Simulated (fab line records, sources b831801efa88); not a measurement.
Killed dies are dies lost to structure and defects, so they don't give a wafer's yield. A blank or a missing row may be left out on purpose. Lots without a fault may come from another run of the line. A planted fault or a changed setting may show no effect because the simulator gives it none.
fab line records | flow gf180mcu
record lots=24 wafers=72 last_day=34
route steps=602 shown CONTACT@310 V1@350 V2@398 V5@554 TOP_METAL@570 PASSIVATION@598
lots that met no fault: from a run of the same line without faults
start_h: hours from the record's first day to the start of the lot's first wafer shown | wait_h: hours since the lot's step before | " the same as in the row above | L1.1+2: a row that stands for several wafers | - no value, or no start given | * or withheld: withheld | < > ~ a bound
route shown NAME@n: a module of which the file shows steps, and the number in the route of the first | usual: mean/standard deviation of fault-free wafers | same: alike in all rows | chamber/n: place in a boat | sites: the reading at each site | _std_site: their standard deviation | _edge_site: outer sites' mean less inner sites' | radius_mm: how far each site lies from the wafer's centre | mask NAME#n: copy n | behind: the tool/chamber that last shaped the wafer | hold: why the lot was held/for how many hours/how that ended | device: the transistor (n, p or np) that didn't switch | end of line: the same wafers' tests at the end of the route | a step without rows: its recipe alone | killed: dies lost to structure and defects at the first sort, not the wafer's yield | map: a wafer's dies, x killed, . not, _ none there
set.NAME: the setting as run; set.NAME@STEP: as run at that earlier step | model.NAME: the simulator's own value behind a step, which no gauge read
steps of the route over a sample of lots; a table a step, a row a wafer
services: from which hour (start_h, from the record's first day; less than 0 if before it) a tool's chamber was out of use, for how many hours, and why
## steps
# step GF_CONTACT_SPUTTER_23
# recipe material=TiN target_thk_nm=10 chamber_pressure_pa=5 power_w=4141 time_s=40
# usual throttle_valve_pct=29.8/0.94
# columns lot.wafer tool chamber start_h wait_h throttle_valve_pct
L074.1 pvd_sputter-01 - 360.97 0.0 29.4
L074.2 " - " " 28.5
L074.4 " - " " 29.1
L076.1 pvd_sputter-01 - 380.88 0.0 29.4
L076.4 " - " " 28.3
L076.6 " - " " 28.5
L075.1 pvd_sputter-04 - 380.94 0.0 30.8
L075.2 " - " " 30.2
L075.3 " - " " 30.4
L077.4 pvd_sputter-03 - 384.99 0.0 28.7
L077.5 " - " " 30.1
L077.6 " - " " 28.4
L079.3 pvd_sputter-01 - 407.41 0.0 28.4
L079.4 " - " " 29.1
L079.5 " - " " 29.6
L078.3 pvd_sputter-01 - 408.58 0.0 29.7
L078.5 " - " " 28.3
L078.6 " - " " 29.2
L080.1 pvd_sputter-03 - 423.53 0.0 30.3
L080.5 " - " " 32.4
L080.6 " - " " 30.3
L081.1 pvd_sputter-01 - 428.88 0.0 28.5
L081.3 " - " " 29.6
L081.6 " - " " 28.6
L082.3 pvd_sputter-01 - 432.55 0.0 29.5
L082.5 " - " " 29.7
L082.6 " - " " 29.9
L083.1 pvd_sputter-01 - 453.15 0.0 29.5
L083.2 " - " " 28.3
L083.5 " - " " 28.9
L084.3 pvd_sputter-03 - 453.51 0.0 30.2
L084.5 " - " " 32.1
L084.6 " - " " 30.2
L085.3 pvd_sputter-04 - 466.10 0.0 30.4
L085.5 " - " " 30.3
L085.6 " - " " 30.4
L086.4 pvd_sputter-01 - 469.81 0.0 29.9
L086.5 " - " " 29.8
L086.6 " - " " 29.7
L087.2 pvd_sputter-04 - 481.19 0.0 30.4
L087.3 " - " " 30.7
L087.4 " - " " 30.4
L088.1 pvd_sputter-04 - 493.55 0.0 29.2
L088.2 " - " " 30.6
L088.5 " - " " 30.1
L089.1 pvd_sputter-03 - 495.24 0.0 28.6
L089.2 " - " " 32.3
L089.5 " - " " 32.2
L090.1 pvd_sputter-01 - 497.24 0.0 28.2
L090.2 " - " " 29.8
L090.6 " - " " 29.8
L091.1 pvd_sputter-01 - 513.71 0.0 28.9
L091.3 " - " " 29.7
L091.4 " - " " 28.6
L092.2 pvd_sputter-03 - 518.70 0.0 30.3
L092.4 " - " " 30.1
L092.6 " - " " 28.4
L093.2 pvd_sputter-04 - 528.04 0.0 30.7
L093.5 " - " " 30.4
L093.6 " - " " 29.4
L094.1 pvd_sputter-01 - 544.24 0.0 29.9
L094.4 " - " " 28.5
L094.5 " - " " 29.7
L095.1 pvd_sputter-01 - 545.34 0.0 29.5
L095.4 " - " " 28.9
L095.6 " - " " 28.5
L096.1 pvd_sputter-03 - 555.23 0.0 32.1
L096.3 " - " " 30.1
L096.5 " - " " 30.5
L097.2 pvd_sputter-04 - 559.60 0.0 29.0
L097.4 " - " " 30.8
L097.5 " - " " 29.3
# step GF_V1_OVL_MEAS_15
# usual V1_OVL=3/6.2
# columns lot.wafer tool chamber start_h wait_h V1_OVL[nm]
L074.1 overlay-02 - 408.50 0.1 4
L074.2 " - " " 1
L074.4 " - " " 4
L076.1 overlay-01 - 430.38 0.1 1
L076.4 " - " " -2
L076.6 " - " " 1
L075.1 overlay-02 - 430.82 0.1 -5
L075.2 " - " " 12
L075.3 " - " " 1
L077.4 overlay-01 - 434.70 0.1 0
L077.5 " - " " -4
L077.6 " - " " 8
L079.3 overlay-01 - 458.26 0.1 9
L079.4 " - " " 1
L079.5 " - " " 9
L078.3 overlay-01 - 459.21 0.1 6
L078.5 " - " " 11
L078.6 " - " " 9
L080.1 overlay-02 - 474.43 0.1 4
L080.5 " - " " 0
L080.6 " - " " 11
L081.1 overlay-02 - 479.45 0.1 1
L081.3 " - " " 2
L081.6 " - " " 14
L082.3 overlay-01 - 483.85 0.1 9
L082.5 " - " " 11
L082.6 " - " " 6
L083.1 overlay-02 - 503.40 0.1 6
L083.2 " - " " 15
L083.5 " - " " 13
L084.3 overlay-01 - 503.78 0.1 5
L084.5 " - " " 0
L084.6 " - " " -1
L085.3 overlay-02 - 515.33 0.1 -12
L085.5 " - " " -9
L085.6 " - " " -12
L086.4 overlay-02 - 518.94 0.1 9
L086.5 " - " " 9
L086.6 " - " " 10
L087.2 overlay-01 - 530.79 0.1 9
L087.3 " - " " 4
L087.4 " - " " 15
L088.1 overlay-02 - 542.20 0.1 -16
L088.2 " - " " -6
L088.5 " - " " -3
L089.1 overlay-01 - 544.43 0.1 10
L089.2 " - " " 5
L089.5 " - " " 1
L090.1 overlay-02 - 546.68 0.1 9
L090.2 " - " " 8
L090.6 " - " " 13
L091.1 overlay-02 - 561.17 0.1 -9
L091.3 " - " " 0
L091.4 " - " " 8
L092.2 overlay-02 - 565.67 0.1 -1
L092.4 " - " " -1
L092.6 " - " " 1
L093.2 overlay-02 - 575.04 0.1 5
L093.5 " - " " 1
L093.6 " - " " 9
L094.1 overlay-01 - 590.33 0.1 -3
L094.4 " - " " 4
L094.5 " - " " -6
L095.1 overlay-02 - 592.48 0.1 3
L095.4 " - " " -2
L095.6 " - " " 2
L096.1 overlay-01 - 600.53 0.1 1
L096.3 " - " " -2
L096.5 " - " " 3
L097.2 overlay-01 - 604.69 0.1 5
L097.4 " - " " 6
L097.5 " - " " 3
# step GF_V2_ETCH_16
# recipe chemistry=N2/H2 target_depth_a=withheld overetch_a=withheld time_s=withheld target=BARC ion_energy_ev=200 source_w=500 bias_w=100 pressure_mtorr=30 n2_flow_sccm=100 h2_flow_sccm=200
# usual drypump_motor_current_A=5.8/0.47 oes_product_au=0.855/0.0049 throttle_valve_pct=13.224/0.0088
# columns lot.wafer tool chamber start_h wait_h drypump_motor_current_A oes_product_au throttle_valve_pct
L074.1 rie_diel-03 3 460.81 0.0 5.0 0.860 13.204
L074.2 " 2 " " 5.4 0.863 13.222
L074.4 " 0 " " 5.8 0.847 13.232
L076.1 rie_diel-04 0 481.91 0.0 5.9 0.844 13.220
L076.4 " 1 " " 5.9 0.854 13.214
L076.6 " 0 " " 6.0 0.855 13.219
L075.1 rie_diel-03 2 482.43 0.0 5.4 0.862 13.223
L075.2 " 3 " " 5.0 0.857 13.224
L075.3 " 1 " " 5.4 0.854 13.236
L077.4 rie_diel-04 3 486.72 0.0 6.6 0.854 13.235
L077.5 " 3 " " 6.6 0.861 13.227
L077.6 " 2 " " 6.5 0.852 13.203
L079.3 rie_diel-03 1 509.56 0.0 5.4 0.851 13.212
L079.4 " 0 " " 5.8 0.857 13.232
L079.5 " 2 " " 5.4 0.850 13.216
L078.3 rie_diel-04 0 511.17 0.0 6.0 0.856 13.227
L078.5 " 0 " " 6.0 0.851 13.215
L078.6 " 1 " " 5.8 0.857 13.214
L080.1 rie_diel-01 1 523.88 0.0 5.5 0.851 13.233
L080.5 " 3 " " 6.4 0.853 13.241
L080.6 " 2 " " 5.6 0.853 13.218
L081.1 rie_diel-04 0 529.57 0.0 6.0 0.853 13.207
L081.3 " 3 " " 6.6 0.858 13.230
L081.6 " 1 " " 5.8 0.862 13.223
L082.3 rie_diel-01 1 533.48 0.0 5.5 0.850 13.225
L082.5 " 1 " " 5.5 0.855 13.233
L082.6 " 0 " " 5.9 0.852 13.223
L083.1 rie_diel-01 1 553.07 0.0 5.5 0.848 13.227
L083.2 " 3 " " 6.4 0.848 13.223
L083.5 " 1 " " 5.5 0.854 13.220
L084.3 rie_diel-03 0 553.72 0.0 5.8 0.853 13.223
L084.5 " 2 " " 5.4 0.854 13.237
L084.6 " 3 " " 5.0 0.845 13.242
L085.3 rie_diel-04 0 564.37 0.0 6.0 0.854 13.215
L085.5 " 0 " " 6.0 0.854 13.224
L085.6 " 3 " " 6.6 0.856 13.214
L086.4 rie_diel-01 1 566.52 0.0 5.5 0.859 13.224
L086.5 " 2 " " 5.5 0.856 13.217
L086.6 " 3 " " 6.4 0.857 13.218
L087.2 rie_diel-04 1 578.52 0.0 5.9 0.854 13.225
L087.3 " 2 " " 6.4 0.847 13.236
L087.4 " 0 " " 6.0 0.856 13.243
L088.1 rie_diel-01 1 588.32 0.0 5.5 0.856 13.225
L088.2 " 2 " " 5.5 0.860 13.218
L088.5 " 1 " " 5.5 0.848 13.215
L089.1 rie_diel-01 1 591.98 0.0 5.5 0.862 13.233
L089.2 " 2 " " 5.6 0.855 13.226
L089.5 " 1 " " 5.5 0.846 13.229
L090.1 rie_diel-04 0 593.28 0.0 6.0 0.862 13.230
L090.2 " 2 " " 6.4 0.856 13.225
L090.6 " 2 " " 6.4 0.858 13.224
L091.1 rie_diel-03 0 607.91 0.0 5.8 0.859 13.247
L091.3 " 2 " " 5.3 0.860 13.218
L091.4 " 1 " " 5.4 0.852 13.227
L092.2 rie_diel-03 2 610.68 0.0 5.4 0.863 13.209
L092.4 " 1 " " 5.4 0.855 13.230
L092.6 " 2 " " 5.4 0.849 13.241
L093.2 rie_diel-01 2 619.68 0.0 5.5 0.847 13.232
L093.5 " 0 " " 6.0 0.862 13.230
L093.6 " 2 " " 5.5 0.850 13.235
L094.1 rie_diel-01 2 635.78 0.0 5.5 0.851 13.214
L094.4 " 1 " " 5.5 0.857 13.211
L094.5 " 1 " " 5.5 0.853 13.217
L095.1 rie_diel-04 3 636.18 0.0 6.5 0.853 13.224
L095.4 " 2 " " 6.5 0.865 13.220
L095.6 " 0 " " 6.0 0.856 13.230
L096.1 rie_diel-03 3 643.23 0.0 5.0 0.852 13.218
L096.3 " 2 " " 5.4 0.869 13.233
L096.5 " 0 " " 5.8 0.862 13.220
L097.2 rie_diel-03 3 648.82 0.0 5.0 0.860 13.219
L097.4 " 2 " " 5.4 0.858 13.237
L097.5 " 0 " " 5.8 0.850 13.226
# step GF_V5_CD_MEAS_14
# recipe target_cd_nm=260
# usual cd_nm=259.8/1.2
# columns lot.wafer tool chamber start_h wait_h cd_nm
L074.1 cd_sem-02 - 628.10 0.1 260.2
L074.2 " - " " 261.0
L074.4 " - " " 261.0
L076.1 cd_sem-01 - 645.90 0.1 261.0
L076.4 " - " " 260.6
L076.6 " - " " 259.7
L075.1 cd_sem-01 - 646.55 0.1 259.3
L075.2 " - " " 258.9
L075.3 " - " " 259.7
L077.4 cd_sem-01 - 649.19 0.2 259.2
L077.5 " - " " 259.4
L077.6 " - " " 260.8
L079.3 cd_sem-01 - 668.34 0.1 257.5
L079.4 " - " " 258.5
L079.5 " - " " 259.3
L078.3 cd_sem-01 - 668.69 0.1 257.8
L078.5 " - " " 258.1
L078.6 " - " " 259.0
L080.1 cd_sem-02 - 679.50 0.1 259.6
L080.5 " - " " 260.1
L080.6 " - " " 258.8
L081.1 cd_sem-02 - 683.05 0.1 258.7
L081.3 " - " " 258.7
L081.6 " - " " 258.3
L082.3 cd_sem-01 - 688.14 0.1 260.1
L082.5 " - " " 260.9
L082.6 " - " " 259.2
L083.1 cd_sem-02 - 702.27 0.1 261.4
L083.2 " - " " 261.1
L083.5 " - " " 260.9
L084.3 cd_sem-02 - 703.59 0.1 261.0
L084.5 " - " " 261.0
L084.6 " - " " 260.8
L085.3 cd_sem-01 - 715.09 0.1 257.8
L085.5 " - " " 259.4
L085.6 " - " " 259.1
L086.4 cd_sem-02 - 715.46 0.1 262.9
L086.5 " - " " 261.1
L086.6 " - " " 262.0
L087.2 cd_sem-01 - 726.22 0.1 258.9
L087.3 " - " " 260.9
L087.4 " - " " 261.7
L088.1 cd_sem-02 - 733.15 0.1 261.5
L088.2 " - " " 261.9
L088.5 " - " " 261.7
L089.1 cd_sem-02 - 736.17 0.1 258.6
L089.2 " - " " 258.5
L089.5 " - " " 258.4
L090.1 cd_sem-01 - 737.12 0.1 260.1
L090.2 " - " " 260.5
L090.6 " - " " 259.5
L091.1 cd_sem-01 - 750.45 0.1 258.7
L091.3 " - " " 259.4
L091.4 " - " " 258.9
L092.2 cd_sem-01 - 752.04 0.1 260.6
L092.4 " - " " 261.3
L092.6 " - " " 260.3
L093.2 cd_sem-01 - 759.04 0.1 260.7
L093.5 " - " " 261.6
L093.6 " - " " 260.1
L094.1 cd_sem-01 - 772.75 0.1 260.7
L094.4 " - " " 259.9
L094.5 " - " " 259.6
L095.1 cd_sem-02 - 773.10 0.1 260.7
L095.4 " - " " 260.5
L095.6 " - " " 260.1
L096.1 cd_sem-01 - 778.60 0.1 259.1
L096.3 " - " " 259.2
L096.5 " - " " 259.3
L097.2 cd_sem-02 - 781.49 0.1 259.0
L097.4 " - " " 258.3
L097.5 " - " " 257.8
# step GF_TOP_METAL_SPUTTER_03
# recipe material=Ti target_thk_nm=5 substrate_temp_c=300 chamber_pressure_pa=0.3 power_w=3000 time_s=3.3
# usual throttle_valve_pct=30.0/1.1
# columns lot.wafer tool chamber start_h wait_h throttle_valve_pct
L074.1 pvd_sputter-04 - 631.23 0.0 29.3
L074.2 " - " " 30.2
L074.4 " - " " 30.1
L076.1 pvd_sputter-04 - 647.65 0.0 30.3
L076.4 " - " " 30.7
L076.6 " - " " 30.5
L075.1 pvd_sputter-03 - 648.27 0.0 30.2
L075.2 " - " " 31.7
L075.3 " - " " 30.4
L077.4 pvd_sputter-03 - 650.84 0.0 32.1
L077.5 " - " " 30.2
L077.6 " - " " 32.3
L079.3 pvd_sputter-04 - 670.01 0.0 30.4
L079.4 " - " " 30.7
L079.5 " - " " 30.5
L078.3 pvd_sputter-03 - 670.36 0.0 32.1
L078.5 " - " " 28.6
L078.6 " - " " 29.9
L080.1 pvd_sputter-02 - 681.24 0.0 28.3
L080.5 " - " " 30.2
L080.6 " - " " 29.0
L081.1 pvd_sputter-03 - 684.83 0.0 32.1
L081.3 " - " " 28.9
L081.6 " - " " 30.3
L082.3 pvd_sputter-02 - 689.91 0.0 30.0
L082.5 " - " " 29.6
L082.6 " - " " 28.0
L083.1 pvd_sputter-03 - 704.05 0.0 29.9
L083.2 " - " " 28.5
L083.5 " - " " 32.3
L084.3 pvd_sputter-03 - 705.26 0.0 32.2
L084.5 " - " " 32.0
L084.6 " - " " 30.6
L085.3 pvd_sputter-04 - 716.76 0.0 30.2
L085.5 " - " " 30.6
L085.6 " - " " 30.2
L086.4 pvd_sputter-02 - 717.11 0.0 30.3
L086.5 " - " " 29.6
L086.6 " - " " 29.9
L087.2 pvd_sputter-04 - 727.91 0.0 29.5
L087.3 " - " " 30.8
L087.4 " - " " 30.3
L088.1 pvd_sputter-02 - 734.86 0.0 30.4
L088.2 " - " " 29.6
L088.5 " - " " 29.3
L089.1 pvd_sputter-03 - 737.89 0.0 32.2
L089.2 " - " " 28.7
L089.5 " - " " 30.2
L090.1 pvd_sputter-02 - 738.83 0.0 28.0
L090.2 " - " " 30.2
L090.6 " - " " 29.4
L091.1 pvd_sputter-03 - 752.16 0.0 32.0
L091.3 " - " " 30.2
L091.4 " - " " 30.5
L092.2 pvd_sputter-03 - 753.76 0.0 28.8
L092.4 " - " " 30.2
L092.6 " - " " 30.2
L093.2 pvd_sputter-02 - 760.76 0.0 28.1
L093.5 " - " " 28.3
L093.6 " - " " 30.0
L094.1 pvd_sputter-03 - 774.58 0.0 31.9
L094.4 " - " " 30.2
L094.5 " - " " 30.1
L095.1 pvd_sputter-02 - 774.92 0.0 29.7
L095.4 " - " " 29.3
L095.6 " - " " 29.5
L096.1 pvd_sputter-02 - 780.39 0.0 29.3
L096.3 " - " " 29.7
L096.5 " - " " 28.2
L097.2 pvd_sputter-03 - 783.19 0.0 30.4
L097.4 " - " " 28.9
L097.5 " - " " 30.0
# step GF_PASSIVATION_ETCH_11
# recipe chemistry=CF4/O2 target_depth_nm=1800 stop_on=TiN source_w=800 bias_w=150 pressure_mtorr=150 cf4_flow_sccm=80 O2_flow_sccm=10 time_s=400
# usual drypump_motor_current_A=5.7/0.37 oes_product_au=0.960/0.0074 throttle_valve_pct=5.959/0.0088
# columns lot.wafer tool chamber start_h wait_h drypump_motor_current_A oes_product_au rf_hours_counter_h throttle_valve_pct
L074.1 rie_diel-03 0 671.96 - 5.8 0.956 9 5.969
L074.2 " 2 " " 5.4 0.964 60 5.971
L074.4 " 3 " " 5.0 0.969 - 5.946
L076.1 rie_diel-01 1 687.75 - 5.5 0.949 15 5.944
L076.4 " 0 " " 5.9 0.963 19 5.956
L076.6 " 2 " " 5.5 0.968 - 5.972
L075.1 rie_diel-02 3 687.96 - 5.9 0.960 10 5.967
L075.2 " 1 " " 5.7 0.956 14 5.946
L075.3 " 0 " " 6.1 0.967 7 5.957
L077.4 rie_diel-02 1 691.61 - 5.8 0.966 14 5.952
L077.5 " 0 " " 6.1 0.966 - 5.953
L077.6 " 3 " " 5.9 0.967 - 5.959
L078.3 rie_diel-01 2 709.15 - 5.5 0.958 25 5.945
L078.5 " 0 " " 5.9 0.954 - 5.947
L078.6 " 1 " " 5.5 0.965 - 5.963
L079.3 rie_diel-03 2 709.50 - 5.4 0.954 61 5.960
L079.4 " 0 " " 5.8 0.966 - 5.953
L079.5 " 2 " " 5.4 0.969 - 5.977
L080.1 rie_diel-01 2 719.71 - 5.6 0.947 26 5.963
L080.5 " 0 " " 5.9 0.953 - 5.944
L080.6 " 3 " " 6.4 0.962 - 5.966
L081.1 rie_diel-02 3 723.26 - 5.9 0.957 11 5.964
L081.3 " 0 " " 6.1 0.953 9 5.956
L081.6 " 2 " " 5.9 0.956 - 5.962
L082.3 rie_diel-03 0 726.75 - 5.8 0.960 12 5.963
L082.5 " 2 " " 5.4 0.967 - 5.952
L082.6 " 3 " " 5.0 0.973 - 5.964
L083.1 rie_diel-02 2 740.90 - 5.9 0.959 22 5.962
L083.2 " 1 " " 5.8 0.953 16 5.959
L083.5 " 0 " " 6.1 0.967 - 5.962
L084.3 rie_diel-02 0 742.10 - 6.1 0.948 9 5.945
L084.5 " 1 " " 5.7 0.965 - 5.965
L084.6 " 0 " " 6.1 0.965 - 5.959
L085.3 rie_diel-02 0 752.40 - 6.1 0.953 10 5.959
L085.5 " 3 " " 5.9 0.962 - 5.948
L085.6 " 0 " " 6.1 0.949 - 5.963
L086.4 rie_diel-01 2 753.31 - 5.6 0.965 27 5.956
L086.5 " 3 " " 6.4 0.961 - 5.961
L086.6 " 2 " " 5.6 0.955 - 5.957
L087.2 rie_diel-03 3 762.75 - 5.0 0.953 10 5.962
L087.3 " 1 " " 5.4 0.947 35 5.937
L087.4 " 0 " " 5.8 0.968 - 5.960
L088.1 rie_diel-03 0 769.51 - 5.8 0.953 14 5.951
L088.2 " 3 " " 5.0 0.964 10 5.961
L088.5 " 3 " " 5.0 0.962 - 5.952
L089.1 rie_diel-01 3 772.10 - 6.4 0.966 32 5.952
L089.2 " 2 " " 5.5 0.967 28 5.945
L089.5 " 1 " " 5.5 0.959 - 5.964
L090.1 rie_diel-02 3 773.15 - 5.9 0.965 13 5.965
L090.2 " 2 " " 5.9 0.962 23 5.954
L090.6 " 0 " " 6.1 0.972 - 5.964
L091.1 rie_diel-01 3 784.26 - 6.4 0.960 33 5.951
L091.3 " 1 " " 5.5 0.952 19 5.960
L091.4 " 2 " " 5.5 0.959 29 5.944
L092.2 rie_diel-01 2 786.01 - 5.5 0.959 29 5.968
L092.4 " 3 " " 6.4 0.962 33 5.972
L092.6 " 1 " " 5.5 0.974 - 5.964
L093.2 rie_diel-03 2 793.60 - 5.4 0.957 1 5.959
L093.5 " 0 " " 5.8 0.967 - 5.954
L093.6 " 3 " " 4.9 0.956 - 5.960
L094.1 rie_diel-03 2 806.00 - 5.3 0.948 1 5.950
L094.4 " 1 " " 5.4 0.955 37 5.955
L094.5 " 2 " " 5.4 0.969 - 5.957
L095.1 rie_diel-01 1 806.95 - 5.5 0.951 21 5.968
L095.4 " 0 " " 5.9 0.964 24 5.978
L095.6 " 1 " " 5.5 0.961 - 5.965
L096.1 rie_diel-02 3 811.90 - 5.9 0.959 15 5.958
L096.3 " 1 " " 5.7 0.949 19 5.946
L096.5 " 3 " " 5.9 0.969 - 5.947
L097.2 rie_diel-02 2 814.55 - 5.9 0.953 25 5.963
L097.4 " 0 " " 6.1 0.957 - 5.953
L097.5 " 3 " " 5.9 0.952 - 5.959
## services
# columns tool chamber start_h hours kind
rie_diel-01 0 372.04 5.1 repair
rie_diel-01 - 396.11 14.1 repair
rie_diel-01 1 404.81 14.8 repair
rie_diel-01 - 411.89 0.2 repair
pvd_sputter-03 - 488.34 3.2 repair
rie_diel-03 3 507.00 6.6 repair
pvd_sputter-01 - 532.12 3.2 repair
rie_diel-01 2 543.90 1.3 repair
rie_diel-03 3 547.20 6.3 repair
pvd_sputter-01 - 548.85 2.0 repair
rie_diel-01 3 556.15 5.2 repair
rie_diel-03 - 562.89 2.8 pm
rie_diel-01 0 586.39 27.2 repair
rie_diel-03 - 606.55 0.5 repair
pvd_sputter-01 - 612.34 6.5 repair
rie_diel-01 1 612.87 10.1 repair
pvd_sputter-03 - 622.29 23.7 repair
pvd_sputter-01 - 623.78 6.4 repair
rie_diel-03 1 630.48 125.3 repair
rie_diel-01 2 660.04 1.3 repair
rie_diel-03 - 667.11 0.5 repair
rie_diel-01 1 755.84 6.2 repair
rie_diel-01 0 771.45 3.4 repair
rie_diel-01 2 776.30 4.4 repair
## key
fault none
